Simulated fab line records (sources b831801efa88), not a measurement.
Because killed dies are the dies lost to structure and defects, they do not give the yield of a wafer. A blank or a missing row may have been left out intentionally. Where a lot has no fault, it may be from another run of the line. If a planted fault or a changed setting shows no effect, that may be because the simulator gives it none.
2 desks, one fault | flow sky130 | every desk sees just its own numbers, and what lay behind them comes last

## TOOL OWNER'S DESK, rie metal-02
The tool's own readings at SKY_METAL1_METAL_ETCH_19 (etches the open film in Cl2/BCl3, stops on SiO2, target depth 360 nm, time 78 s): means of the sampled wafers that have a number, for each lot that ran on this tool. If a lot's mean is further than 4 standard deviations from the usual mean, the lot is out of limits and carries the mark OUT (the distance appears in the brackets).
Columns: A = drypump motor current A at SKY_METAL1_METAL_ETCH_19, usual 6.0 A; B = oes product au at SKY_METAL1_METAL_ETCH_19, usual 0.856 a.u.; C = throttle valve pct at SKY_METAL1_METAL_ETCH_19, usual 22.264 %
lot  | first seen here | A   | B                | C
L693 | day 33 06:28    | 6.0 | 0.855            | 22.265
L695 | day 33 21:53    | 6.0 | 0.857            | 22.266
L706 | day 37 09:04    | 6.0 | 0.830 (-4.7) OUT | 22.261
Finding of this desk: L706 out of limits; the first was L706 at day 37 09:04, on oes product au at SKY_METAL1_METAL_ETCH_19. Within limits: L693, L695.

## FROM THE METROLOGY DESK
What the gauges read, lot by lot, whatever tool the lot ran on: means of the sampled wafers that have a number. If a lot's mean is further than 4 standard deviations from the usual mean, the lot is out of limits and carries the mark OUT (the distance appears in the brackets).
Columns: A = SONOS_ONO_CVD_04_THK at SKY_SONOS_ONO_THK_MEAS_05, usual 5.72 nm; B = LDD_HVP_TW at SKY_LDD_HVP_TW_MEAS_10, usual 459
lot  | first seen here | A    | B
L691 | day 11 13:48    | 5.79 | 457
L693 | day 12 04:54    | 5.71 | 467
L694 | day 12 14:36    | 5.91 | 461
L695 | day 12 21:35    | 5.65 | 460
L700 | day 14 11:54    | 5.58 | 463
L706 | day 16 08:29    | 5.71 | 462
L710 | day 17 17:29    | 5.66 | 459
L711 | day 18 02:29    | 5.72 | 453
L712 | day 18 09:29    | 5.66 | 454
L713 | day 18 17:38    | 5.81 | 463
Result from this desk: across the 10 lots, nothing is out of limits.

## PUT TOGETHER
An alarm could have come from the tool owner's desk at day 37 09:04, on L706.
At the metrology desk, nothing out of limits was observed.
The metrology desk holds a record of L706, inside its limits.
SKY_METAL1_METAL_ETCH_19 was run on rie metal-02 by each of the lots named.

## WHAT WAS PUT IN BY THE SIMULATOR
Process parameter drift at SKY_METAL1_METAL_ETCH_19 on rie metal-02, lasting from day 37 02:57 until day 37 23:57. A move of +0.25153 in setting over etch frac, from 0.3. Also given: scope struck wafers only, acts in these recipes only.
Lots struck among those shown: L706.
Time in hours from fault onset to the first out-of-limits reading at each desk: the tool owner's desk, 6.
